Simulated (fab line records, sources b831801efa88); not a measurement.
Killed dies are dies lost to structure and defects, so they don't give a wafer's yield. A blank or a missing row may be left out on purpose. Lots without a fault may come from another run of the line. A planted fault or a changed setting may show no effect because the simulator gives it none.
Which tool did it? | flow sky130 | 15 lots, 42 wafers sampled, at 5 steps of a route of 708

WHAT THE GAUGES READ, wafer by wafer
SKY_FIELD_ISO_THK_MEAS_02.
lot  | measured    | on            | FIELD_ISO_OXIDATION_00_THK (nm)
L855 | day 1 14:15 | film_metro-03 | 12.26 12.35 12.09
L856 | day 1 16:38 | film_metro-01 | 11.87 12.02 11.75
L858 | day 2 02:38 | film_metro-03 | 11.70 11.73 11.77
L860 | day 2 12:44 | film_metro-03 | 12.29 12.19 12.08
L861 | day 2 19:00 | film_metro-03 | 12.09 12.10 12.05
L862 | day 3 00:26 | film_metro-01 | 11.77 11.55 11.61
L863 | day 3 04:00 | film_metro-02 | 12.03 12.06 11.93
L867 | day 3 23:45 | film_metro-03 | 11.87 11.83
L871 | day 4 20:53 | film_metro-01 | 12.27 12.15
L873 | day 5 05:38 | film_metro-01 | 11.90 11.98
L874 | day 5 10:48 | film_metro-01 | 11.96 11.99 11.98
L875 | day 5 16:50 | film_metro-03 | 12.10 12.26 12.01
L876 | day 5 20:38 | film_metro-01 | 11.94 11.89 11.77
L877 | day 6 02:42 | film_metro-01 | 11.97 12.01 12.23
L878 | day 6 09:36 | film_metro-03 | 12.64 12.56 12.46

SKY_DNWELL_TW_MEAS_09.
lot  | measured    | on            | DNWELL_TW
L855 | day 3 04:38 | film_metro-03 | 1107 1107 1105
L856 | day 3 12:34 | film_metro-03 | 1108 1107 1097
L858 | day 3 21:31 | film_metro-04 | 1105 1105 1105
L860 | day 4 06:49 | film_metro-01 | 1088 1084 1084
L861 | day 4 13:40 | film_metro-01 | 1078 1080 1081
L862 | day 4 18:37 | film_metro-01 | 1081 1088 1089
L863 | day 5 00:05 | film_metro-01 | 1090 1084 1087
L867 | day 5 20:04 | film_metro-04 | 1162 1109
L871 | day 6 23:05 | film_metro-03 | 1145 1150
L873 | day 7 09:16 | film_metro-04 | 1163 1109
L874 | day 7 11:52 | film_metro-04 | 1114 1113 1113
L875 | day 7 16:22 | film_metro-03 | 1099 1105 1096
L876 | day 7 20:07 | film_metro-04 | 1110 1109 1106
L877 | day 8 02:45 | film_metro-01 | 1091 1089 1082
L878 | day 8 12:47 | film_metro-04 | 1115 1119 1113

SKY_NWELL_TW_MEAS_26.
lot  | measured     | on            | NWELL_2_TW
L855 | day 5 06:39  | film_metro-03 | 493 488 497
L856 | day 5 15:36  | film_metro-01 | 483 485 482
L858 | day 6 01:32  | film_metro-01 | 485 488 483
L860 | day 6 12:11  | film_metro-03 | 489 489 491
L861 | day 6 18:54  | film_metro-04 | 498 496 499
L862 | day 7 01:53  | film_metro-01 | 483 483 484
L863 | day 7 07:35  | film_metro-04 | 490 494 492
L867 | day 8 06:50  | film_metro-03 | 489 489
L871 | day 9 12:53  | film_metro-01 | 485 481
L873 | day 10 01:06 | film_metro-01 | 482 483
L874 | day 10 03:45 | film_metro-04 | 496 494 495
L875 | day 10 07:44 | film_metro-01 | 485 485 484
L876 | day 10 12:53 | film_metro-04 | 494 494 491
L877 | day 10 20:54 | film_metro-04 | 495 493 493
L878 | day 11 06:25 | film_metro-01 | 487 484 485

SKY_VT_ADJUST_HVTP_CD_MEAS_07: target cd 380 nm.
lot  | measured     | on        | cd_nm (nm)
L855 | day 6 01:08  | cd_sem-02 | 377.7 381.0 378.7
L856 | day 6 09:52  | cd_sem-02 | 382.5 384.1 385.4
L858 | day 6 20:04  | cd_sem-01 | 382.0 385.0 383.0
L860 | day 7 07:52  | cd_sem-01 | 379.0 380.5 378.5
L861 | day 7 14:43  | cd_sem-01 | 377.9 377.3 377.5
L862 | day 7 22:05  | cd_sem-01 | 382.6 382.7 380.9
L863 | day 8 03:41  | cd_sem-02 | 377.3 378.1 376.1
L867 | day 9 04:31  | cd_sem-02 | 382.2 380.8
L871 | day 10 10:42 | cd_sem-01 | 381.6 379.6
L873 | day 11 00:19 | cd_sem-02 | 376.1 377.8
L874 | day 11 03:10 | cd_sem-01 | 374.8 376.4 375.9
L875 | day 11 07:01 | cd_sem-02 | 381.5 382.2 380.4
L876 | day 11 12:39 | cd_sem-01 | 375.2 377.1 378.0
L877 | day 11 20:26 | cd_sem-02 | 382.0 385.3 383.2
L878 | day 12 06:30 | cd_sem-02 | 382.8 385.6 382.2

WHICH TOOL RAN EACH LOT (tool, then ch and the chambers of the sampled wafers, then the start)
lot  | SKY_DNWELL_IMPLANT_07
L855 | implanter-02 ch 0, day 3 04:23
L856 | implanter-02 ch 0, day 3 12:20
L858 | implanter-03 ch 0, day 3 21:16
L860 | implanter-04 ch 0, day 4 06:34
L861 | implanter-04 ch 0, day 4 13:26
L862 | implanter-02 ch 0, day 4 18:22
L863 | implanter-04 ch 0, day 4 23:50
L867 | implanter-04 ch 0, day 5 19:49
L871 | implanter-04 ch 0, day 6 22:50
L873 | implanter-04 ch 0, day 7 09:01
L874 | implanter-02 ch 0, day 7 11:38
L875 | implanter-02 ch 0, day 7 16:07
L876 | implanter-02 ch 0, day 7 19:52
L877 | implanter-03 ch 0, day 8 02:31
L878 | implanter-02 ch 0, day 8 12:34
- SKY_DNWELL_IMPLANT_07

WHAT THE TOOLS THEMSELVES READ (means of the sampled wafers that have a number; where no wafer has one, the mark that the record gives instead)
The record holds no such reading with a usual standard deviation.

THE ANSWER, worked out from the rows above alone
Rule: what is usual is taken from the lots themselves. Put in order of their means at a reading, lots are off if they are a third of the lots or fewer, leave a main group of 4 or more, and stand apart from it by a gap of 3 or more times the standard deviation of the main group's means; of several such gaps the widest counts. A main group whose means are all the same, to the digits that the tables above print for the reading, isn't used. A lot without any number at a reading at which 4 lots or more have one is off too. The other lots that the step has rows for count as sound. The gauges are gone through in route order, then the tools' own readings, and for those a lot's mean is taken as printed above. The first step at which some lot is off is used, and at that step the reading that is off furthest; a lot without a number counts as furthest.
No lot is off at any reading shown: from this, nothing can be told.

WHAT THE SIMULATOR HAD PUT IN
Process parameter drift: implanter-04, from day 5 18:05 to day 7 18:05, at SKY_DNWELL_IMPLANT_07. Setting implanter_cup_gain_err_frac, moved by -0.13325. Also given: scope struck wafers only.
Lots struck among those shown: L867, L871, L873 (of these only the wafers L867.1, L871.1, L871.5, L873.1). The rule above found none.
